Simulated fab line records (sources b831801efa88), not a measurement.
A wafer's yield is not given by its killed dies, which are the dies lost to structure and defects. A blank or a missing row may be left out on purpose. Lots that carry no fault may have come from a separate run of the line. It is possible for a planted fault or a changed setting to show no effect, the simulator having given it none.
8D (eight disciplines) problem report, filled in by code	flow sky130	the parts of the form that need people (team, actions taken, sign-off) are left out

1. PROBLEM STATEMENT
Wafers without a fault read 0.854 a.u., standard deviation 0.0062; oesProductAu at SKY_METAL1_METAL_ETCH_19 reads a mean of 0.809 a.u. on 6 wafers belonging to 2 lots. Measured from the usual mean, that is -7.3 standard deviations.
The step: etches the open film in Cl2/BCl3, stops on SiO2, target depth 360 nm, time 78 s.
Earliest sighting: wafer L915.1 on rieMetal-01 at day 36 00:16. At this step, 33 wafers from 11 lots have a number in the record. Rule for "out" (also "out of limits"): further than 4 standard deviations from the usual mean. Any other wafer with a number is counted as sound.

2. WHAT IT IS; WHAT IT IS NOT
question	is	is not
which readings at this step	oesProductAu	throttleValvePct
which lots	L915, L917	L904, L905, L907, L918, L919, L922, L923, L925, L927
which wafers of those lots	all that have a number	-
read on which tools	rieMetal-01	rieMetal-02, rieMetal-03
when	from day 36 00:16	up to then (9 sound wafers); but 18 sound wafers of L918, L919, L922, L923, L925, L927 came after

3. WHAT RULES OUT EACH SUSPECT
Counting: any tool at a process step up to the reading is kept as a suspect provided that every lot that is out went through it and no sound lot did after the first of them.
- pvdSputter-03 at SKY_CONTACT_SPUTTER_23 (material TiN, target thk 20 nm, time 80 s): kept. It processed each lot that is out, first L915 at day 34 20:28, and no sound lot thereafter; up to then, the last sound lot it processed was L907 at day 32 08:14.
- rieMetal-01 at SKY_METAL1_METAL_ETCH_19 (etches the open film in Cl2/BCl3, stops on SiO2, target depth 360 nm, time 78 s): ruled out as a lasting fault. Sound lots L927 ran on it after its first lot that is out, L915 (day 36 00:16).
Remaining after the count: pvdSputter-03 at SKY_CONTACT_SPUTTER_23.

4. THE CAUSE (what the simulator had put in)
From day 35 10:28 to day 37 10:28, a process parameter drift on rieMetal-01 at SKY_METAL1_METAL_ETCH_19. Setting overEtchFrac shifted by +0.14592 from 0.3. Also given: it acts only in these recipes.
Counting ruled it out, wrongly.

5. THE EFFECT CHAIN, in route order
Rows list readings where the struck wafers' mean (over those with a number) sits beyond 3 standard deviations from the usual. Only readings for which the record gives a usual standard deviation are gone through. hours: the time from each lot's start at the first step in this table that gives one to its start at this step, as a median over the lots. sigmas: the change in usual standard deviations.
hours	step	reading	usual	on struck wafers	change	sigmas
0	SKY_METAL1_METAL_ETCH_19	oesProductAu	0.854 a.u.	0.809	-0.045	-7.3
0	SKY_METAL1_STRIP_20	oesProductAu	0.343 a.u.	0.325	-0.018	-3.4
0	SKY_METAL1_STRIP_20	stripTimeToEndpointS	2.70 s	2.41	-0.29	-4.4
Here are the process steps it includes:
- SKY_METAL1_METAL_ETCH_19: etches the open film in Cl2/BCl3, stops on SiO2, target depth 360 nm, time 78 s.
- SKY_METAL1_STRIP_20: strips in O2/N2.

6. HOW IT WOULD HAVE BEEN CAUGHT EARLIER
In this record no reading fell out of limits until day 36 00:16, 14 hours after the fault had begun at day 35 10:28.
